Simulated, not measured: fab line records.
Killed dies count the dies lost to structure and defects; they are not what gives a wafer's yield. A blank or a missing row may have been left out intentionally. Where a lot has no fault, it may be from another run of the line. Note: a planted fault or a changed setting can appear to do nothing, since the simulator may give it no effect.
fab line records -- flow sky130
record lots=11, wafers=33, last-day=50
route steps=708 shown METAL3@533 VIA3@594 CAP2M@606 PAD_OPEN@708
lots that met no fault: taken from a fault-free run of the same line
start-h: start of the lot's first displayed wafer, in hours after the record's first day -- wait-h: hours from the lot's prior step to this one -- " identical to the entry in the row above -- L1.1+2: a row that stands for several wafers -- - no value, or no start was given -- * or withheld: withheld -- < > ~ a bound
route shown NAME@n: a module of which the file shows steps, and the number in the route of the first -- usual: mean/standard deviation taken from wafers without a fault -- same: alike in all rows -- chamber/n: place in a boat -- sites: per-site readings -- _std_site: the standard deviation of these -- _edge_site: the outer-site mean with the inner-site mean subtracted -- radius-mm: for every site, how far away it sits from the centre of the wafer -- mask NAME#n: copy n -- behind: the last tool/chamber to shape the wafer -- hold: reason for holding the lot/hours on hold/outcome of the hold -- device: whichever transistor did not switch (one of n, p or np) -- end of line: the same wafers' tests at the end of the route -- a step without rows: its recipe alone -- killed: at the first sort, the dies lost to defects and structure; wafer yield is something else -- map: a wafer's dies, marking killed ones x, the rest . and places with no die _
set.NAME: the run value of the setting; set.NAME@STEP: its run value at that earlier step -- model.NAME: the simulator's own value behind a step, which no gauge read
steps of the route over a sample of lots; a table a step, a row a wafer
services: a tool's chamber out of use, with start hour (start-h, from the record's first day; less than 0 if before it), hours out, and reason
## steps
# step SKY_METAL3_SPUTTER_01
# recipe material=TiN, target-thk-nm=20, power-w=6500, time-s=16.7, chamber-pressure-pa=0.4
# usual throttle-valve-pct=30.1/1.4
lot.wafer,tool,chamber,start-h,wait-h,throttle-valve-pct
L775.3,pvd-sputter-01,-,856.93,0.0,30.7
L775.5,pvd-sputter-01,-,856.93,0.0,29.9
L775.6,pvd-sputter-01,-,856.93,0.0,28.2
L776.1,pvd-sputter-03,-,865.22,0.0,27.9
L776.3,pvd-sputter-03,-,865.22,0.0,29.8
L776.6,pvd-sputter-03,-,865.22,0.0,28.0
L778.1,pvd-sputter-04,-,889.19,0.0,31.6
L778.4,pvd-sputter-04,-,889.19,0.0,33.0
L778.6,pvd-sputter-04,-,889.19,0.0,32.7
L781.1,pvd-sputter-04,-,918.93,0.0,28.8
L781.2,pvd-sputter-04,-,918.93,0.0,28.9
L781.3,pvd-sputter-04,-,918.93,0.0,32.9
L780.2,pvd-sputter-04,-,921.51,0.0,33.1
L780.4,pvd-sputter-04,-,921.51,0.0,31.0
L780.6,pvd-sputter-04,-,921.51,0.0,29.2
L785.2,pvd-sputter-01,-,941.62,0.0,28.2
L785.3,pvd-sputter-01,-,941.62,0.0,30.7
L785.6,pvd-sputter-01,-,941.62,0.0,30.1
L788.2,pvd-sputter-03,-,951.38,0.0,27.6
L788.3,pvd-sputter-03,-,951.38,0.0,29.9
L788.6,pvd-sputter-03,-,951.38,0.0,30.3
L790.1,pvd-sputter-04,-,969.68,0.0,28.8
L790.2,pvd-sputter-04,-,969.68,0.0,29.0
L790.3,pvd-sputter-04,-,969.68,0.0,33.3
L789.3,pvd-sputter-04,-,975.02,0.0,29.1
L789.5,pvd-sputter-04,-,975.02,0.0,31.7
L789.6,pvd-sputter-04,-,975.02,0.0,28.9
L792.1,pvd-sputter-04,-,985.63,0.0,31.2
L792.5,pvd-sputter-04,-,985.63,0.0,33.0
L792.6,pvd-sputter-04,-,985.63,0.0,31.4
L794.1,pvd-sputter-01,-,989.87,0.0,28.2
L794.2,pvd-sputter-01,-,989.87,0.0,30.1
L794.6,pvd-sputter-01,-,989.87,0.0,29.9
# step SKY_METAL3_SPUTTER_02
# recipe material=AlCu, target-thk-nm=735, power-w=10600, time-s=39.1, chamber-pressure-pa=0.4
# usual throttle-valve-pct=30.1/1.4
lot.wafer,tool,chamber,start-h,wait-h,throttle-valve-pct
L775.3,pvd-sputter-01,-,856.95,0.0,30.5
L775.5,pvd-sputter-01,-,856.95,0.0,29.9
L775.6,pvd-sputter-01,-,856.95,0.0,28.4
L776.1,pvd-sputter-03,-,865.24,0.0,28.0
L776.3,pvd-sputter-03,-,865.24,0.0,29.8
L776.6,pvd-sputter-03,-,865.24,0.0,28.0
L778.1,pvd-sputter-04,-,889.22,0.0,31.1
L778.4,pvd-sputter-04,-,889.22,0.0,32.7
L778.6,pvd-sputter-04,-,889.22,0.0,33.1
L781.1,pvd-sputter-04,-,918.96,0.0,29.2
L781.2,pvd-sputter-04,-,918.96,0.0,28.7
L781.3,pvd-sputter-04,-,918.96,0.0,32.9
L780.2,pvd-sputter-04,-,921.54,0.0,32.6
L780.4,pvd-sputter-04,-,921.54,0.0,31.5
L780.6,pvd-sputter-04,-,921.54,0.0,29.0
L785.2,pvd-sputter-01,-,941.64,0.0,28.1
L785.3,pvd-sputter-01,-,941.64,0.0,31.0
L785.6,pvd-sputter-01,-,941.64,0.0,30.0
L788.2,pvd-sputter-03,-,951.41,0.0,27.9
L788.3,pvd-sputter-03,-,951.41,0.0,29.9
L788.6,pvd-sputter-03,-,951.41,0.0,30.3
L790.1,pvd-sputter-04,-,969.71,0.0,28.8
L790.2,pvd-sputter-04,-,969.71,0.0,29.2
L790.3,pvd-sputter-04,-,969.71,0.0,32.9
L789.3,pvd-sputter-04,-,975.05,0.0,29.0
L789.5,pvd-sputter-04,-,975.05,0.0,31.0
L789.6,pvd-sputter-04,-,975.05,0.0,28.9
L792.1,pvd-sputter-04,-,985.66,0.0,31.3
L792.5,pvd-sputter-04,-,985.66,0.0,32.9
L792.6,pvd-sputter-04,-,985.66,0.0,31.4
L794.1,pvd-sputter-01,-,989.90,0.0,28.0
L794.2,pvd-sputter-01,-,989.90,0.0,29.9
L794.6,pvd-sputter-01,-,989.90,0.0,30.0
# step SKY_VIA3_CVD_21
# recipe material=W, target-thk-nm=390, time-s=117.31, temp-c=400, pressure-torr=40
# usual heater-power-w=794/48
lot.wafer,tool,chamber,start-h,wait-h,heater-power-w
L775.3,cvd-w-02,0,937.84,0.1,784
L775.5,cvd-w-02,0,937.84,0.1,805
L775.6,cvd-w-02,1,937.84,0.1,731
L776.1,cvd-w-02,0,944.79,0.0,803
L776.3,cvd-w-02,0,944.79,0.0,817
L776.6,cvd-w-02,0,944.79,0.0,848
L778.1,cvd-w-02,1,967.79,0.0,714
L778.4,cvd-w-02,0,967.79,0.0,828
L778.6,cvd-w-02,1,967.79,0.0,747
L781.1,cvd-w-02,0,996.87,0.0,816
L781.2,cvd-w-02,1,996.87,0.0,723
L781.3,cvd-w-02,1,996.87,0.0,752
L780.2,cvd-w-01,1,998.59,0.0,861
L780.4,cvd-w-01,1,998.59,0.0,856
L780.6,cvd-w-01,1,998.59,0.0,868
L785.2,cvd-w-02,1,1017.26,0.0,736
L785.3,cvd-w-02,1,1017.26,0.0,735
L785.6,cvd-w-02,0,1017.26,0.0,821
L788.2,cvd-w-02,1,1025.38,0.0,710
L788.3,cvd-w-02,1,1025.38,0.0,744
L788.6,cvd-w-02,1,1025.38,0.0,757
L790.1,cvd-w-01,0,1043.34,0.0,789
L790.2,cvd-w-01,1,1043.34,0.0,864
L790.3,cvd-w-01,0,1043.34,0.0,789
L789.3,cvd-w-02,0,1048.98,0.1,836
L789.5,cvd-w-02,0,1048.98,0.1,816
L789.6,cvd-w-02,1,1048.98,0.1,732
L792.1,cvd-w-01,0,1059.07,0.0,758
L792.5,cvd-w-01,1,1059.07,0.0,850
L792.6,cvd-w-01,0,1059.07,0.0,800
L794.1,cvd-w-01,0,1063.04,0.0,785
L794.2,cvd-w-01,1,1063.04,0.0,869
L794.6,cvd-w-01,1,1063.04,0.0,854
# step SKY_VIA3_RS_MEAS_22
# recipe thk-meas-gauge=four-point-probe, reads=W_of_VIA3_CVD_21+TiN_of_VIA3_SPUTTER_20
# usual VIA3_W_RS=0.2945/0.0027
lot.wafer,tool,chamber,start-h,wait-h,hold,VIA3_W_RS[ohm/sq]
L775.3,film-metro-03,-,937.96,0.1,-,0.2957
L775.5,film-metro-03,-,937.96,0.1,-,0.2930
L775.6,film-metro-03,-,937.96,0.1,-,0.2919
L776.1,film-metro-03,-,945.04,0.2,-,0.2985
L776.3,film-metro-03,-,945.04,0.2,-,0.2991
L776.6,film-metro-03,-,945.04,0.2,-,0.2979
L778.1,film-metro-03,-,967.91,0.1,-,0.2903
L778.4,film-metro-03,-,967.91,0.1,-,0.2930
L778.6,film-metro-03,-,967.91,0.1,-,0.2935
L781.1,film-metro-02,-,997.00,0.1,-,0.2876
L781.2,film-metro-02,-,997.00,0.1,-,0.2913
L781.3,film-metro-02,-,997.00,0.1,-,0.2920
L780.2,film-metro-04,-,998.73,0.1,-,0.2930
L780.4,film-metro-04,-,998.73,0.1,-,0.2929
L780.6,film-metro-04,-,998.73,0.1,-,0.2899
L785.2,film-metro-03,-,1017.40,0.1,-,0.2953
L785.3,film-metro-03,-,1017.40,0.1,-,0.2959
L785.6,film-metro-03,-,1017.40,0.1,-,0.2941
L788.2,film-metro-04,-,1025.52,0.1,await-dispo/0.2h/release,0.1584
L788.3,film-metro-04,-,1025.52,0.1,await-dispo/0.2h/release,0.1575
L788.6,film-metro-04,-,1025.52,0.1,await-dispo/0.2h/release,0.1586
L788.2,film-metro-04,-,1025.81,0.3,-,0.1586
L788.3,film-metro-04,-,1025.81,0.3,-,0.1573
L788.6,film-metro-04,-,1025.81,0.3,-,0.1585
L790.1,film-metro-02,-,1043.46,0.1,-,0.2917
L790.2,film-metro-02,-,1043.46,0.1,-,0.2933
L790.3,film-metro-02,-,1043.46,0.1,-,0.2943
L789.3,film-metro-03,-,1049.10,0.1,await-dispo/0.2h/release,0.2943
L789.5,film-metro-03,-,1049.10,0.1,await-dispo/0.2h/release,0.2914
L789.6,film-metro-03,-,1049.10,0.1,await-dispo/0.2h/release,0.1570
L789.3,film-metro-03,-,1049.38,0.3,-,0.2941
L789.5,film-metro-03,-,1049.38,0.3,-,0.2902
L789.6,film-metro-03,-,1049.38,0.3,-,0.1573
L792.1,film-metro-03,-,1059.19,0.1,-,0.2955
L792.5,film-metro-03,-,1059.19,0.1,-,0.2983
L792.6,film-metro-03,-,1059.19,0.1,-,0.2984
L794.1,film-metro-02,-,1063.16,0.1,-,0.2935
L794.2,film-metro-02,-,1063.16,0.1,-,0.2915
L794.6,film-metro-02,-,1063.16,0.1,-,0.2950
# step SKY_VIA3_CMP_24
# recipe stop-on=SiO2, t-overpolish-s=20, down-force-psi=3.5, platen-rpm=60, target-thk-nm=0, pad-velocity-m-s=0.94248
# usual edge-zone-pressure-frac=1.000/0.0049, motor-current-A=11.3/1.4, time-to-endpoint-s=95/4
lot.wafer,tool,chamber,start-h,wait-h,hold,edge-zone-pressure-frac,motor-current-A,time-to-endpoint-s
L775.3,cmp-01,3,938.10,0.0,-,1.004,9.8,101
L775.6,cmp-01,3,938.10,0.0,-,0.997,9.7,101
L775.5,cmp-01,0,938.10,0.0,-,0.998,8.9,91
L776.3,cmp-02,0,945.27,0.1,-,0.999,11.4,90
L776.1,cmp-02,2,945.27,0.1,-,1.000,12.6,88
L776.6,cmp-02,3,945.27,0.1,-,1.001,12.0,90
L778.4,cmp-02,2,968.09,0.0,-,1.001,11.7,92
L778.1,cmp-02,0,968.09,0.0,-,0.989,10.9,91
L778.6,cmp-02,3,968.09,0.0,-,0.996,11.9,93
L781.3,cmp-02,2,997.18,0.0,-,0.990,11.8,92
L781.2,cmp-02,0,997.18,0.0,-,0.996,10.9,90
L781.1,cmp-02,1,997.18,0.0,-,1.001,13.0,94
L780.4,cmp-01,3,998.89,0.0,-,0.996,9.1,105
L780.2,cmp-01,2,998.89,0.0,-,1.000,13.2,101
L780.6,cmp-01,0,998.89,0.0,-,0.996,8.8,101
L785.2,cmp-02,1,1017.79,0.3,-,1.011,12.6,94
L785.3,cmp-02,3,1017.79,0.3,-,1.005,11.7,91
L785.6,cmp-02,2,1017.79,0.3,-,1.007,12.1,90
L790.2,cmp-01,2,1043.64,0.0,-,0.998,12.8,93
L790.3,cmp-01,3,1043.64,0.0,-,1.003,9.2,99
L790.1,cmp-01,0,1043.64,0.0,-,0.998,9.2,96
L789.3,cmp-01,3,1057.11,2.0,await-dispo/1.8h/release,1.001,9.4,102
L789.6,cmp-01,2,1057.11,2.0,await-dispo/1.8h/release,1.002,12.8,177
L789.5,cmp-01,3,1057.11,2.0,await-dispo/1.8h/release,0.996,9.5,97
L792.1,cmp-01,1,1060.00,0.7,-,1.009,11.8,95
L792.5,cmp-01,2,1060.00,0.7,-,1.001,12.4,96
L792.6,cmp-01,3,1060.00,0.7,-,1.006,9.5,98
L794.2,cmp-01,2,1063.39,0.1,-,0.999,12.4,96
L794.1,cmp-01,3,1063.39,0.1,-,0.995,9.4,95
L794.6,cmp-01,1,1063.39,0.1,-,1.003,11.3,92
L788.2,cmp-01,3,1138.64,3.6,await-dispo/3.3h/release,1.005,9.6,180
L788.3,cmp-01,0,1138.64,3.6,await-dispo/3.3h/release,0.996,9.4,171
L788.6,cmp-01,0,1138.64,3.6,await-dispo/3.3h/release,0.997,8.7,171
# step SKY_CAP2M_RS_MEAS_03
# recipe thk-meas-gauge=four-point-probe, reads=TiN_of_CAP2M_SPUTTER_02
# usual CAP2M_TIN_RS=6.89/0.086
lot.wafer,tool,chamber,start-h,wait-h,CAP2M_TIN_RS[ohm/sq]
L775.3,film-metro-01,-,938.79,0.1,6.98
L775.5,film-metro-01,-,938.79,0.1,6.86
L775.6,film-metro-01,-,938.79,0.1,6.96
L776.1,film-metro-01,-,945.86,0.1,6.87
L776.3,film-metro-01,-,945.86,0.1,6.98
L776.6,film-metro-01,-,945.86,0.1,6.86
L778.1,film-metro-01,-,968.73,0.1,6.97
L778.4,film-metro-01,-,968.73,0.1,6.94
L778.6,film-metro-01,-,968.73,0.1,6.97
L781.1,film-metro-04,-,997.82,0.1,6.98
L781.2,film-metro-04,-,997.82,0.1,7.01
L781.3,film-metro-04,-,997.82,0.1,6.97
L780.2,film-metro-04,-,999.57,0.1,6.96
L780.4,film-metro-04,-,999.57,0.1,6.93
L780.6,film-metro-04,-,999.57,0.1,6.85
L785.2,film-metro-01,-,1018.46,0.1,6.97
L785.3,film-metro-01,-,1018.46,0.1,6.82
L785.6,film-metro-01,-,1018.46,0.1,6.92
L790.1,film-metro-03,-,1044.29,0.1,6.82
L790.2,film-metro-03,-,1044.29,0.1,6.92
L790.3,film-metro-03,-,1044.29,0.1,6.81
L789.3,film-metro-01,-,1057.78,0.1,6.87
L789.5,film-metro-01,-,1057.78,0.1,6.83
L789.6,film-metro-01,-,1057.78,0.1,6.90
L792.1,film-metro-01,-,1060.51,0.1,7.05
L792.5,film-metro-01,-,1060.51,0.1,7.09
L792.6,film-metro-01,-,1060.51,0.1,7.15
L794.1,film-metro-03,-,1064.00,0.1,6.86
L794.2,film-metro-03,-,1064.00,0.1,6.77
L794.6,film-metro-03,-,1064.00,0.1,6.72
L788.2,film-metro-03,-,1139.32,0.1,6.86
L788.3,film-metro-03,-,1139.32,0.1,6.88
L788.6,film-metro-03,-,1139.32,0.1,6.86
# step SKY_PAD_OPEN_PROBE_99
# usual defect-limited-yield=82.6/2, killed_at_M0_to_M3=42/6.2, killed_at_M4_up=3.0/1.8, killed-at-contacts=25/5.9, killed-at-front-end=15/4.5, killed-at-other=0.2/0.45, killed-dies=85/9.9, killed-on-rim=17/3.5, killed-open=47/6.7, killed-short=39/6.4, sort_bin_3_pad_short=0.9/0.41, sort_bin_5_function=10.2/1.4, sort_bin_6_memory=6.3/1.1, sort-n-pass=407/9.9, sort-yield-pct=82.6/2
# same gross-dies=492, killed-at-back-side=0, sort_bin_4_leakage[%]=0, sort_bin_8_speed[%]=0
lot.wafer,tool,chamber,start-h,wait-h,defect-limited-yield[%],killed_at_M0_to_M3,killed_at_M4_up,killed-at-contacts,killed-at-front-end,killed-at-other,killed-dies,killed-on-rim,killed-open,killed-short,sort_bin_3_pad_short[%],sort_bin_5_function[%],sort_bin_6_memory[%],sort-n-pass,sort-yield-pct[%]
L776.1,prober-02,-,1088.05,0.1,82.7,42,2,33,6,2,85,14,44,41,0.8,10.8,5.7,407,82.7
L776.3,prober-02,-,1088.15,0.2,86.6,29,3,22,12,0,66,11,37,29,0.6,6.9,5.9,426,86.6
L776.6,prober-02,-,1088.30,0.2,85.0,33,2,30,9,0,74,15,37,37,1.4,8.9,4.7,418,85.0
L778.1,prober-02,-,1108.34,0.1,83.9,34,3,24,18,0,79,16,47,32,0.4,9.1,6.5,413,83.9
L778.4,prober-02,-,1108.49,0.2,81.9,52,4,22,11,0,89,15,51,38,1.0,9.3,7.7,403,81.9
L778.6,prober-02,-,1108.59,0.2,82.7,46,1,22,16,0,85,19,46,39,1.2,10.0,6.1,407,82.7
L781.1,prober-02,-,1133.05,0.1,79.9,39,1,40,18,1,99,19,50,49,0.4,12.0,7.7,393,79.9
L781.2,prober-02,-,1133.10,0.1,81.7,47,4,24,14,1,90,18,52,38,0.4,10.4,7.5,402,81.7
L781.3,prober-02,-,1133.15,0.2,83.1,47,1,24,11,0,83,20,43,40,0.6,10.4,5.9,409,83.1
L788.2,prober-01,-,1167.59,0.1,81.1,51,3,26,13,0,93,12,62,31,1.0,11.6,6.3,399,81.1
L788.3,prober-01,-,1167.64,0.2,84.3,40,2,24,11,0,77,15,48,29,0.8,10.2,4.7,415,84.3
L788.6,prober-01,-,1167.79,0.2,84.3,34,0,28,15,0,77,18,46,31,0.6,8.9,6.1,415,84.3
L790.1,prober-01,-,1172.39,0.1,78.5,49,1,33,23,0,106,20,55,51,1.8,12.4,7.3,386,78.5
L790.2,prober-01,-,1172.44,0.1,81.7,43,6,28,13,0,90,18,49,41,0.8,11.0,6.5,402,81.7
L790.3,prober-01,-,1172.49,0.2,83.7,40,1,25,14,0,80,15,39,41,0.4,9.1,6.7,412,83.7
L789.3,prober-02,-,1176.88,0.2,85.0,35,5,19,15,0,74,11,47,27,1.0,8.1,5.9,418,85.0
L789.5,prober-02,-,1176.98,0.2,86.6,33,1,21,11,0,66,15,34,32,0.8,8.5,4.1,426,86.6
L789.6,prober-02,-,1177.03,0.2,81.7,43,5,26,16,0,90,18,50,40,1.4,11.0,5.9,402,81.7
# killed by level:class
L776.1 CONTACT:geometric-particle:open=12 VIA1:geometric-particle:open=10 LI_CONTACT:geometric-particle:open=9 METAL2:geometric-particle:short=6 VIA3:geometric-particle:short=6 FIELD_ISO:geometric-particle:short=4 METAL1:geometric-particle:short=4 VIA2:geometric-particle:open=4
L776.3 LI_CONTACT:geometric-particle:open=7 VIA1:geometric-particle:open=7 CONTACT:geometric-particle:open=6 CONTACT:geometric-particle:short=5 VIA3:geometric-particle:open=5 FIELD_ISO:geometric-particle:short=4 VIA2:geometric-particle:open=4 VIA1:geometric-particle:short=4
L776.6 VIA1:geometric-particle:open=12 CONTACT:geometric-particle:short=9 LI_CONTACT:geometric-particle:open=7 CONTACT:geometric-particle:open=6 LI_CONTACT:geometric-particle:short=5 VIA1:geometric-particle:short=5 FIELD_ISO:geometric-particle:open=3 VIA3:geometric-particle:open=3
L778.1 LI_CONTACT:geometric-particle:open=12 VIA1:geometric-particle:open=10 FIELD_ISO:geometric-particle:open=7 CONTACT:geometric-particle:open=7 METAL1:geometric-particle:short=5 VIA1:geometric-particle:short=5 VIA2:geometric-particle:short=5 POLY_GATE:geometric-particle:open=4
L778.4 VIA3:geometric-particle:open=13 LI_CONTACT:geometric-particle:open=9 VIA1:geometric-particle:short=7 VIA1:geometric-particle:open=7 METAL2:geometric-particle:short=6 METAL1:geometric-particle:short=5 LI_CONTACT:geometric-particle:short=4 CONTACT:geometric-particle:open=4
L778.6 LI_CONTACT:geometric-particle:open=12 VIA1:geometric-particle:open=9 VIA2:geometric-particle:open=8 CONTACT:geometric-particle:open=6 FIELD_ISO:geometric-particle:short=5 VIA1:geometric-particle:short=5 METAL2:geometric-particle:short=5 VIA2:geometric-particle:short=5
L781.1 CONTACT:geometric-particle:open=15 LI_CONTACT:geometric-particle:open=9 VIA1:geometric-particle:open=9 CONTACT:geometric-particle:short=8 METAL1:geometric-particle:short=6 LOCAL_INTERCONNECT:geometric-particle:short=6 VIA2:geometric-particle:open=5 VIA1:geometric-particle:short=5
L781.2 CONTACT:geometric-particle:open=13 VIA1:geometric-particle:open=12 METAL1:geometric-particle:short=7 VIA1:geometric-particle:short=6 POLY_GATE:geometric-particle:open=5 VIA3:geometric-particle:open=5 FIELD_ISO:geometric-particle:open=4 METAL2:geometric-particle:short=4
L781.3 VIA1:geometric-particle:open=12 VIA2:geometric-particle:open=8 CONTACT:geometric-particle:open=7 FIELD_ISO:geometric-particle:short=5 LI_CONTACT:geometric-particle:open=5 METAL3:geometric-particle:short=4 METAL2:geometric-particle:short=4 LI_CONTACT:geometric-particle:short=4
L788.2 VIA3:geometric-particle:open=13 VIA1:geometric-particle:open=11 LI_CONTACT:geometric-particle:open=9 CONTACT:geometric-particle:open=9 VIA2:geometric-particle:open=6 POLY_GATE:geometric-particle:open=6 VIA3:geometric-particle:short=6 VIA1:geometric-particle:short=5
L788.3 CONTACT:geometric-particle:open=13 VIA1:geometric-particle:open=11 CONTACT:geometric-particle:short=8 VIA3:geometric-particle:open=6 METAL2:geometric-particle:short=6 VIA2:geometric-particle:open=5 VIA3:geometric-particle:short=4 FIELD_ISO:geometric-particle:open=3
L788.6 CONTACT:geometric-particle:open=13 LI_CONTACT:geometric-particle:open=6 VIA1:geometric-particle:open=6 VIA2:geometric-particle:open=6 FIELD_ISO:geometric-particle:open=5 VIA3:geometric-particle:open=5 CONTACT:geometric-particle:short=4 METAL2:geometric-particle:short=4
L790.1 LI_CONTACT:geometric-particle:open=12 VIA1:geometric-particle:open=12 POLY_GATE:geometric-particle:short=9 CONTACT:geometric-particle:open=9 CONTACT:geometric-particle:short=9 METAL2:geometric-particle:short=7 FIELD_ISO:geometric-particle:short=5 VIA1:geometric-particle:short=5
L790.2 CONTACT:geometric-particle:open=14 LI_CONTACT:geometric-particle:open=8 METAL1:geometric-particle:short=8 VIA1:geometric-particle:open=8 VIA2:geometric-particle:open=7 VIA1:geometric-particle:short=5 CONTACT:geometric-particle:short=4 METAL2:geometric-particle:short=4
L790.3 VIA1:geometric-particle:open=10 CONTACT:geometric-particle:open=8 CONTACT:geometric-particle:short=6 METAL1:geometric-particle:short=5 VIA3:geometric-particle:short=5 POLY_GATE:geometric-particle:short=4 LI_CONTACT:geometric-particle:open=4 VIA2:geometric-particle:open=4
L789.3 VIA2:geometric-particle:open=10 VIA1:geometric-particle:open=8 LI_CONTACT:geometric-particle:open=6 CONTACT:geometric-particle:short=6 CONTACT:geometric-particle:open=5 METAL4:geometric-particle:short=4 POLY_GATE:geometric-particle:open=4 VIA1:geometric-particle:short=4
L789.5 VIA1:geometric-particle:open=9 CONTACT:geometric-particle:open=8 LOCAL_INTERCONNECT:geometric-particle:short=6 METAL1:geometric-particle:short=5 VIA2:geometric-particle:short=4 VIA2:geometric-particle:open=4 FIELD_ISO:geometric-particle:open=3 CONTACT:geometric-particle:short=3
L789.6 VIA2:geometric-particle:open=12 CONTACT:geometric-particle:open=11 VIA1:geometric-particle:open=10 FIELD_ISO:geometric-particle:short=6 LOCAL_INTERCONNECT:geometric-particle:short=6 CONTACT:geometric-particle:short=4 VIA3:geometric-particle:short=4 FIELD_ISO:geometric-particle:open=3
## services
tool,chamber,start-h,hours,kind
cvd-w-01,0,851.44,5.0,repair
cmp-01,-,898.91,0.6,repair
cmp-01,-,899.61,5.9,pm
cvd-w-02,-,904.00,14.0,pm
cmp-01,-,913.77,4.0,pm
cvd-w-02,1,938.39,9.0,repair
pvd-sputter-01,-,944.01,3.1,repair
cmp-01,-,949.93,0.9,repair
pvd-sputter-04,-,956.39,2.9,repair
cmp-01,-,958.95,3.0,pm
cmp-01,-,962.74,0.7,repair
cmp-01,-,967.68,1.0,repair
cvd-w-01,-,979.56,6.0,pm
pvd-sputter-04,-,980.03,1.2,repair
cvd-w-02,-,998.83,1.5,repair
cmp-01,-,1001.59,17.6,pm
cvd-w-02,-,1015.51,1.2,repair
cvd-w-02,1,1026.95,6.9,repair
cvd-w-01,0,1028.90,1.5,repair
cmp-02,-,1067.96,0.5,repair
cmp-01,-,1101.00,1.3,repair
cvd-w-02,-,1104.92,0.6,repair
cmp-01,-,1106.19,1.0,repair
pvd-sputter-04,-,1107.68,1.9,repair
## key
first-sign step=SKY_VIA3_RS_MEAS_22, reading=visit, direction=added
effect step=SKY_VIA3_RS_MEAS_22, reading=VIA3_W_RS, direction=down, sigmas=50, usual=0.2945, struck=0.1579
effect step=SKY_VIA3_CMP_24, reading=time-to-endpoint-s, direction=up, sigmas=20, usual=*, struck=*
met-at SKY_VIA3_CVD_21
struck-lots L788,L789
struck-wafers L788.2,L788.3,L788.6,L789.6
not-acting-at SKY_METAL3_SPUTTER_01,SKY_METAL3_SPUTTER_02,SKY_CAP2M_RS_MEAS_03
onset-between 1017.26 1025.38
fault kind=process-parameter-drift, tool=cvd-w-02, chamber=1, onset-h=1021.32, steps=SKY_VIA3_CVD_21, channel=target-thk-nm, offset=331.43, shape=step, end-h=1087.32, acts-in=these-recipes-only, stated=390
